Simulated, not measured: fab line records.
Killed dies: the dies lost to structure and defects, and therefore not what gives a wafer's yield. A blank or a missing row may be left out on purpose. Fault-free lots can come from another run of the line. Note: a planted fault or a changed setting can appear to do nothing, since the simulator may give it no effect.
Tool commonality check | flow gf180mcu | 13 lots and 39 wafers in the sample

== REASON IT WAS OPENED ==
2 of 13 lots carry a flag on the reading VT_IMPLANT_2_TW at GF_VT_IMPLANT_TW_MEAS_21. No-fault wafers: 1225, standard deviation 16.
Rule: flag the lot when none of its wafers has a number, or when each of its wafers that has one lies beyond 4 standard deviations from that mean. The rest of the lots are taken to be sound.

lot  | measured     | on            | VT_IMPLANT_2_TW, wafer by wafer | flag
L125 | day 6 06:11  | film_metro-03 | 1248 1245 1245                  |
L128 | day 6 22:37  | film_metro-03 | 1242 1237 1237                  |
L129 | day 7 09:14  | film_metro-04 | 1201 1208 1211                  |
L132 | day 8 01:16  | film_metro-04 | 1209 1209 1206                  |
L133 | day 8 11:08  | film_metro-04 | 1207 1216 1206                  |
L134 | day 8 16:55  | film_metro-04 | 1213 1201 1209                  |
L135 | day 8 21:56  | film_metro-04 | 1209 1211 1209                  |
L137 | day 9 09:38  | film_metro-01 | 1223 1234 1221                  |
L142 | day 10 23:01 | film_metro-03 | 1119 1117 1118                  | FLAGGED
L144 | day 11 05:01 | film_metro-03 | 1112 1116 1110                  | FLAGGED
L145 | day 11 13:40 | film_metro-03 | 1244 1237 1247                  |
L148 | day 12 07:07 | film_metro-04 | 1207 1210 1202                  |
L147 | day 12 07:43 | film_metro-04 | 1206 1205 1198                  |
The mean of the flagged lots' numbers is 1115, -110 from the usual (-7 standard deviations).

== LOT BY LOT: THE TOOL USED ==
The record holds 1 process step before the reading, out of a route of 602 steps. In each cell: the tool, then ch and the chambers that the sampled wafers went through, then the start.
lot  | flag    | GF_VT_IMPLANT_IMPLANT_19
L125 |         | implanter-04 ch 0, day 6 05:58
L128 |         | implanter-04 ch 0, day 6 22:23
L129 |         | implanter-01 ch 0, day 7 09:01
L132 |         | implanter-01 ch 0, day 8 01:02
L133 |         | implanter-03 ch 0, day 8 10:55
L134 |         | implanter-01 ch 0, day 8 16:40
L135 |         | implanter-04 ch 0, day 8 21:43
L137 |         | implanter-03 ch 0, day 9 09:26
L142 | FLAGGED | implanter-03 ch 0, day 10 22:46
L144 | FLAGGED | implanter-03 ch 0, day 11 04:47
L145 |         | implanter-04 ch 0, day 11 13:26
L148 |         | implanter-04 ch 0, day 12 06:52
L147 |         | implanter-04 ch 0, day 12 07:28
These steps, and what they do:
- GF_VT_IMPLANT_IMPLANT_19
- GF_VT_IMPLANT_TW_MEAS_21

== FLAGGED AGAINST TOTAL, ONE TOOL AT A TIME (gauges that did the reading follow at the end) ==
step                     | tool          | lots run | flagged | share of the flagged lots | sound lots run after its first flagged lot
GF_VT_IMPLANT_IMPLANT_19 | implanter-01  | 3        | 0       | none                      | -
GF_VT_IMPLANT_IMPLANT_19 | implanter-03  | 4        | 2       | all                       | 0
GF_VT_IMPLANT_IMPLANT_19 | implanter-04  | 6        | 0       | none                      | -
GF_VT_IMPLANT_TW_MEAS_21 | film_metro-01 | 1        | 0       | none                      | -
GF_VT_IMPLANT_TW_MEAS_21 | film_metro-03 | 5        | 2       | all                       | 1 (L145)
GF_VT_IMPLANT_TW_MEAS_21 | film_metro-04 | 7        | 0       | none                      | -

== WHAT THE TABLE PERMITS ==
In 2 table rows, all flagged lots were run: implanter-03 (GF_VT_IMPLANT_IMPLANT_19), film_metro-03 (GF_VT_IMPLANT_TW_MEAS_21).
- implanter-03 at GF_VT_IMPLANT_IMPLANT_19 ran 4 lots, 2 of them flagged. It ran its last sound lot, L137, at day 9 09:26 and its first flagged lot, L142, at day 10 22:46: a fault with its onset between the two fits. Its own readings (dose_ions_cm2, faraday_current_uA) fall more than 4 standard deviations out on all wafers of the flagged lots.
- film_metro-03 at GF_VT_IMPLANT_TW_MEAS_21 ran 5 lots, 2 of them flagged. Lots that were sound ran on it after the first flagged one (L145); a persistent fault on the entire tool would not allow that.
Left over: one tool, implanter-03 at GF_VT_IMPLANT_IMPLANT_19.

== WHAT THE SIMULATOR PUT IN ==
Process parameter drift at GF_VT_IMPLANT_IMPLANT_19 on implanter-03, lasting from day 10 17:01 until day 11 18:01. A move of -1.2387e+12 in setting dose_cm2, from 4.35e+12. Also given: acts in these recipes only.
Shown lots that were struck: L142, L144. Same finding as the rule above.
